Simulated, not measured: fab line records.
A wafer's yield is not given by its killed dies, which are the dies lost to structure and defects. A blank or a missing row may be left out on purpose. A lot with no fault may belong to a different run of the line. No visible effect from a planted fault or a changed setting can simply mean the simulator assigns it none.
Which tool is to blame?    flow sky130    38 wafers from 13 lots sampled at 5 of the route's 708 steps

## WHAT EACH GAUGE READ, for each wafer
SKY_POLY_GATE_THK_MEAS_04. Usual: for POLY_GATE_CVD_03_THK the level is 75.3 nm and the standard deviation is 0.64.
lot   measured      on             POLY_GATE_CVD_03_THK (nm)  flag
L798  day 15 07:23  film_metro-03  76.1 75.9 76.2             
L800  day 16 01:44  film_metro-02  76.2 75.3 75.4             
L799  day 16 01:45  film_metro-03  75.2 74.9 75.1             
L803  day 17 10:51  film_metro-04  75.1 75.6                  
L810  day 19 20:35  film_metro-03  75.1 75.0 74.7             
L811  day 20 10:35  film_metro-03  75.1 75.5 74.8             
L812  day 20 14:56  film_metro-02  75.5 74.5 75.0             
L813  day 20 19:32  film_metro-02  75.2 75.3 76.0             
L814  day 21 11:40  film_metro-02  75.9 75.4 75.5             
L816  day 22 04:53  film_metro-03  74.7 74.5 74.4             
L817  day 22 10:50  film_metro-04  74.7 75.4 75.7             
L818  day 23 05:23  film_metro-03  74.9 74.3 74.7             
L819  day 23 07:49  film_metro-03  75.8 75.6 75.7             

SKY_POLY_GATE_CD_MEAS_13 targets a cd of 150 nm. Usual: cd_nm 149.7 nm, standard deviation 1.1.
lot   measured      on         cd_nm (nm)         flag
L798  day 16 10:53  cd_sem-02  149.8 149.0 149.8  
L800  day 17 06:16  cd_sem-02  150.8 151.2 150.9  
L799  day 17 06:03  cd_sem-01  150.3 150.5 150.0  
L803  day 18 16:32  cd_sem-01  150.7 150.5        
L810  day 21 03:53  cd_sem-01  147.7 148.7 148.8  
L811  day 21 17:40  cd_sem-02  149.3 151.1 149.6  
L812  day 21 21:49  cd_sem-02  150.3 150.9 151.1  
L813  day 22 02:25  cd_sem-01  147.3 147.6 148.6  
L814  day 22 18:34  cd_sem-02  152.3 150.7 150.0  
L816  day 23 11:20  cd_sem-01  150.3 150.3 149.9  
L817  day 23 17:41  cd_sem-02  149.1 150.1 147.9  
L818  day 24 11:52  cd_sem-02  148.4 149.0 148.4  
L819  day 24 14:00  cd_sem-01  149.5 149.6 150.3  

SKY_LDD_P_CD_MEAS_07 targets a cd of 380 nm. Usual: cd_nm 380.9 nm, standard deviation 2.5.
lot   measured      on         cd_nm (nm)         flag
L798  day 19 02:14  cd_sem-02  386.0 386.0 385.8  
L800  day 19 21:42  cd_sem-01  381.5 382.0 385.0  
L799  day 19 20:59  cd_sem-01  381.1 380.7 381.0  
L803  day 21 11:58  cd_sem-01  377.4 379.0        
L810  day 23 20:13  cd_sem-01  377.3 377.5 377.0  
L811  day 24 10:34  cd_sem-01  384.1 385.2 384.0  
L812  day 24 13:09  cd_sem-02  377.3 379.1 376.8  
L813  day 24 18:22  cd_sem-02  383.4 384.2 381.6  
L814  day 25 08:28  cd_sem-02  380.0 380.6 379.9  
L816  day 26 01:49  cd_sem-01  380.0 380.7 379.2  
L817  day 26 07:30  cd_sem-01  380.7 379.8 383.5  
L818  day 27 01:59  cd_sem-02  378.3 378.5 381.4  
L819  day 27 03:02  cd_sem-01  381.7 382.3 380.0  

SKY_POLY_CUT_CD_MEAS_08 targets a cd of 270 nm. Usual: cd_nm 269.9 nm, standard deviation 1.3.
lot   measured      on         cd_nm (nm)         flag
L798  day 24 07:24  cd_sem-01  270.2 270.3 268.8  
L800  day 25 04:57  cd_sem-02  272.4 270.1 272.1  
L799  day 25 03:26  cd_sem-01  268.8 267.9 267.4  
L803  day 26 15:50  cd_sem-01  260.8 271.0        OFF
L810  day 28 19:25  cd_sem-02  269.9 269.8 269.2  
L811  day 29 09:11  cd_sem-02  270.8 269.3 268.8  
L812  day 29 11:33  cd_sem-02  273.0 271.5 270.2  
L813  day 29 16:13  cd_sem-01  268.9 269.8 268.6  
L814  day 30 06:06  cd_sem-01  270.7 270.9 269.6  
L816  day 30 21:25  cd_sem-02  268.7 270.2 270.5  
L817  day 31 03:32  cd_sem-01  272.3 271.9 272.0  
L818  day 31 21:06  cd_sem-01  270.6 270.5 270.3  
L819  day 31 22:47  cd_sem-02  271.3 271.0 270.3  

## EACH LOT AND THE TOOL THAT RAN IT (in order: tool; ch and the chambers of the sampled wafers; start)
lot   SKY_POLY_CUT_EXPOSE_05
L798  krf_scanner-02 ch 0, day 23 16:44
L800  krf_scanner-02 ch 0, day 24 14:23
L799  krf_scanner-01 ch 0, day 24 12:49
L803  krf_scanner-02 ch 0, day 26 01:24
L810  krf_scanner-01 ch 0, day 28 05:10
L811  krf_scanner-02 ch 0, day 28 19:31
L812  krf_scanner-01 ch 0, day 28 21:49
L813  krf_scanner-01 ch 0, day 29 02:47
L814  krf_scanner-02 ch 0, day 29 15:40
L816  krf_scanner-01 ch 0, day 30 08:12
L817  krf_scanner-02 ch 0, day 30 13:35
L818  krf_scanner-02 ch 0, day 31 08:14
L819  krf_scanner-01 ch 0, day 31 09:19
- SKY_POLY_CUT_EXPOSE_05: exposes mask NPCM, target cd 270 nm.

## WHAT THE TOOLS THEMSELVES READ (means of the sampled wafers that have a number; where no wafer has one, the mark that the record gives instead)
The record holds no such reading with a usual standard deviation.

## THE ANSWER, worked out from the rows above alone
Rule: a lot counts as off when the mean over its wafers that have a number is more than 3 standard deviations away from the usual mean. Also off: a lot with no number at a reading for which 4 or more lots have one. The other lots that the step has rows for count as sound. After the gauges, taken in route order, come the tools' own readings; for these a lot's mean is taken, as printed above. At the first step where some lot is off, the reading lying furthest off is the one used; lots without a number count as furthest.
Off: L803, at SKY_POLY_CUT_CD_MEAS_08 (cd_nm).
If a tool, at a process step before that reading, ran all the lots that are off and no sound lot after the first of them, it fits. Those tools and the gauges at SKY_POLY_CUT_CD_MEAS_08 are tried in the same way. Not one of the candidates tried fits.

## WHAT THE SIMULATOR HAD PUT IN
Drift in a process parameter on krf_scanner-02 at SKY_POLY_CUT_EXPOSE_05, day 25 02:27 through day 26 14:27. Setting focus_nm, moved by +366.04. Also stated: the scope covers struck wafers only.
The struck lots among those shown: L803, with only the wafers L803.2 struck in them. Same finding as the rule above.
